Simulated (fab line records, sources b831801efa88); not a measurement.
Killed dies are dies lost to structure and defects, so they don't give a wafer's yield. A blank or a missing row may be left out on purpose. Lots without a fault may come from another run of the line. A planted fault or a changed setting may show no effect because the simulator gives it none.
Which tool did it? | flow sfq_line | 14 lots, 42 wafers sampled, at 2 steps of a route of 325

WHAT THE GAUGES READ, wafer by wafer
SFQ_M0_RS_MEAS_904: measures by four-point-probe. Usual: M0_NB_RS 0.884 ohm/sq, standard deviation 0.011.
lot  | measured     | on            | M0_NB_RS (ohm/sq) | flag
L252 | day 4 22:59  | film_metro-04 | 0.885 0.880 0.890 |
L253 | day 5 00:13  | film_metro-02 | 0.882 0.882 0.885 |
L254 | day 7 17:20  | film_metro-04 | 0.886 0.890 0.898 |
L255 | day 8 10:22  | film_metro-03 | 0.899 0.908 0.902 |
L256 | day 8 23:35  | film_metro-04 | 0.873 0.885 0.895 |
L257 | day 9 05:36  | film_metro-02 | 0.879 0.878 0.875 |
L258 | day 9 10:23  | film_metro-04 | 0.884 0.884 0.896 |
L263 | day 11 01:53 | film_metro-03 | 0.892 1.022 0.888 | OFF
L265 | day 11 18:02 | film_metro-03 | 0.879 1.027 1.016 | OFF
L268 | day 12 16:52 | film_metro-04 | 0.866 0.870 0.883 |
L270 | day 13 07:09 | film_metro-02 | 0.883 0.887 0.890 |
L273 | day 14 03:33 | film_metro-04 | 0.870 0.874 0.882 |
L274 | day 14 08:22 | film_metro-03 | 0.881 0.865 0.876 |
L275 | day 14 17:58 | film_metro-04 | 0.880 0.885 0.888 |

WHICH TOOL RAN EACH LOT (tool, then ch and the chambers of the sampled wafers, then the start)
lot  | SFQ_TRILAYER_M0_DEP_SPUTTER_019
L252 | pvd_sputter-06, day 4 22:53
L253 | pvd_sputter-03, day 5 00:05
L254 | pvd_sputter-04, day 7 17:12
L255 | pvd_sputter-04, day 8 10:16
L256 | pvd_sputter-06, day 8 23:28
L257 | pvd_sputter-03, day 9 05:27
L258 | pvd_sputter-06, day 9 10:15
L263 | pvd_sputter-03, day 11 01:48
L265 | pvd_sputter-03, day 11 17:57
L268 | pvd_sputter-06, day 12 16:45
L270 | pvd_sputter-06, day 13 07:04
L273 | pvd_sputter-06, day 14 03:28
L274 | pvd_sputter-06, day 14 08:16
L275 | pvd_sputter-04, day 14 17:52
- SFQ_TRILAYER_M0_DEP_SPUTTER_019: material Nb, target thk 200 nm, time 133.3 s.

WHAT THE TOOLS THEMSELVES READ (means of the sampled wafers that have a number; where no wafer has one, the mark that the record gives instead)
SFQ_TRILAYER_M0_DEP_SPUTTER_019. Usual: throttle_valve_pct 30.1 %, standard deviation 1.4.
lot  | tool           | throttle_valve_pct (%) | flag
L252 | pvd_sputter-06 | 29.8                   |
L253 | pvd_sputter-03 | 29.7                   |
L254 | pvd_sputter-04 | 31.0                   |
L255 | pvd_sputter-04 | 31.6                   |
L256 | pvd_sputter-06 | 29.5                   |
L257 | pvd_sputter-03 | 30.3                   |
L258 | pvd_sputter-06 | 29.6                   |
L263 | pvd_sputter-03 | 29.8                   |
L265 | pvd_sputter-03 | 30.2                   |
L268 | pvd_sputter-06 | 28.9                   |
L270 | pvd_sputter-06 | 29.5                   |
L273 | pvd_sputter-06 | 29.5                   |
L274 | pvd_sputter-06 | 29.7                   |
L275 | pvd_sputter-04 | 31.4                   |

THE ANSWER, worked out from the rows above alone
Rule: a lot is off if the mean of its wafers that have a number lies more than 3 standard deviations from the usual mean. A lot without any number at a reading at which 4 lots or more have one is off too. The other lots that the step has rows for count as sound. The gauges are gone through in route order, then the tools' own readings, and for those a lot's mean is taken as printed above. The first step at which some lot is off is used, and at that step the reading that is off furthest; a lot without a number counts as furthest.
Off: L263, L265, at SFQ_M0_RS_MEAS_904 (M0_NB_RS).
A tool fits if, at a process step before that reading, it ran every lot that is off, and no sound lot after the first of them. The gauges at SFQ_M0_RS_MEAS_904 are tried like those tools. One fits: pvd_sputter-03 at SFQ_TRILAYER_M0_DEP_SPUTTER_019. Its last sound lot is L257 (day 9 05:27), its first lot that is off L263 (day 11 01:48): a fault that began between those two fits.

WHAT THE SIMULATOR HAD PUT IN
Process parameter drift: pvd_sputter-03, from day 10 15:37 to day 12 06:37, at SFQ_TRILAYER_M0_DEP_SPUTTER_019. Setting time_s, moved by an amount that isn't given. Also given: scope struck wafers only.
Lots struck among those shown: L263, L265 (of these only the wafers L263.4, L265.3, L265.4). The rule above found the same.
